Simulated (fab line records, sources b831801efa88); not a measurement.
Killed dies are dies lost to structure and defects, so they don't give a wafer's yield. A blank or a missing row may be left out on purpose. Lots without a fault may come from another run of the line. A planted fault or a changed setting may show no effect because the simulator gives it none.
Which tool did it? | flow sfq_line | 13 lots, 39 wafers sampled, at 3 steps of a route of 325

WHAT THE GAUGES READ, wafer by wafer
SFQ_M0_OVL_MEAS_906.
lot  | measured     | on         | M0_OVL (nm)
L470 | day 12 21:02 | overlay-02 | 10 0 -3
L471 | day 13 10:14 | overlay-01 | -4 3 1
L480 | day 16 21:03 | overlay-02 | 2 4 2
L481 | day 17 00:40 | overlay-01 | -4 -2 -2
L482 | day 17 05:27 | overlay-02 | -3 -2 1
L484 | day 17 15:03 | overlay-02 | 0 -2 -4
L485 | day 18 00:47 | overlay-02 | -3 -8 -5
L486 | day 18 09:10 | overlay-02 | 5 2 2
L488 | day 18 19:59 | overlay-02 | -12 -5 -5
L489 | day 19 04:31 | overlay-01 | 6 5 6
L491 | day 19 15:44 | overlay-01 | -7 0 0
L492 | day 20 10:03 | overlay-01 | -5 -6 -9
L493 | day 20 16:03 | overlay-01 | -4 2 -5

SFQ_C5_OVL_MEAS_937.
lot  | measured     | on         | C5_OVL (nm)
L470 | day 70 18:27 | overlay-02 | -2 4 3
L471 | day 71 22:49 | overlay-01 | 2 2 2
L480 | day 79 14:43 | overlay-01 | 6 4 7
L481 | day 79 19:32 | overlay-01 | -3 1 -5
L482 | day 79 20:51 | overlay-01 | -3 -4 -3
L484 | day 80 17:15 | overlay-02 | 5 9 3
L485 | day 81 00:35 | overlay-01 | 3 7 6
L486 | day 81 10:10 | overlay-02 | -1 -1 3
L488 | day 81 13:47 | overlay-02 | -4 -6 -6
L489 | day 81 14:59 | overlay-01 | 5 1 2
L491 | day 82 18:39 | overlay-02 | 3 2 -1
L492 | day 82 19:50 | overlay-01 | 13 7 13
L493 | day 82 23:43 | overlay-01 | -6 4 -2

SFQ_M6_OVL_MEAS_940.
lot  | measured     | on         | M6_OVL (nm)
L470 | day 75 15:52 | overlay-01 | 6 3 -1
L471 | day 76 21:52 | overlay-01 | 18 8 9
L480 | day 84 09:19 | overlay-01 | 2 -1 -1
L481 | day 84 15:20 | overlay-02 | -11 -15 -11
L482 | day 84 16:31 | overlay-01 | 3 4 0
L484 | day 85 13:55 | overlay-02 | -2 3 0
L485 | day 85 22:19 | overlay-02 | 10 6 10
L486 | day 86 06:43 | overlay-01 | 4 8 4
L488 | day 86 10:20 | overlay-02 | 4 5 11
L489 | day 86 11:32 | overlay-01 | 12 10 5
L491 | day 87 09:19 | overlay-01 | -10 -2 -8
L492 | day 87 10:31 | overlay-01 | -4 -4 -5
L493 | day 87 11:43 | overlay-01 | 5 0 -2

WHICH TOOL RAN EACH LOT (tool, then ch and the chambers of the sampled wafers, then the start)
The record holds no process step before these readings.

WHAT THE TOOLS THEMSELVES READ (means of the sampled wafers that have a number; where no wafer has one, the mark that the record gives instead)
The record holds no such reading with a usual standard deviation.

THE ANSWER, worked out from the rows above alone
Rule: what is usual is taken from the lots themselves. Put in order of their means at a reading, lots are off if they are a third of the lots or fewer, leave a main group of 4 or more, and stand apart from it by a gap of 3 or more times the standard deviation of the main group's means; of several such gaps the widest counts. A main group whose means are all the same, to the digits that the tables above print for the reading, isn't used. A lot without any number at a reading at which 4 lots or more have one is off too. The other lots that the step has rows for count as sound. The gauges are gone through in route order, then the tools' own readings, and for those a lot's mean is taken as printed above. The first step at which some lot is off is used, and at that step the reading that is off furthest; a lot without a number counts as furthest.
No lot is off at any reading shown: from this, nothing can be told.

WHAT THE SIMULATOR HAD PUT IN
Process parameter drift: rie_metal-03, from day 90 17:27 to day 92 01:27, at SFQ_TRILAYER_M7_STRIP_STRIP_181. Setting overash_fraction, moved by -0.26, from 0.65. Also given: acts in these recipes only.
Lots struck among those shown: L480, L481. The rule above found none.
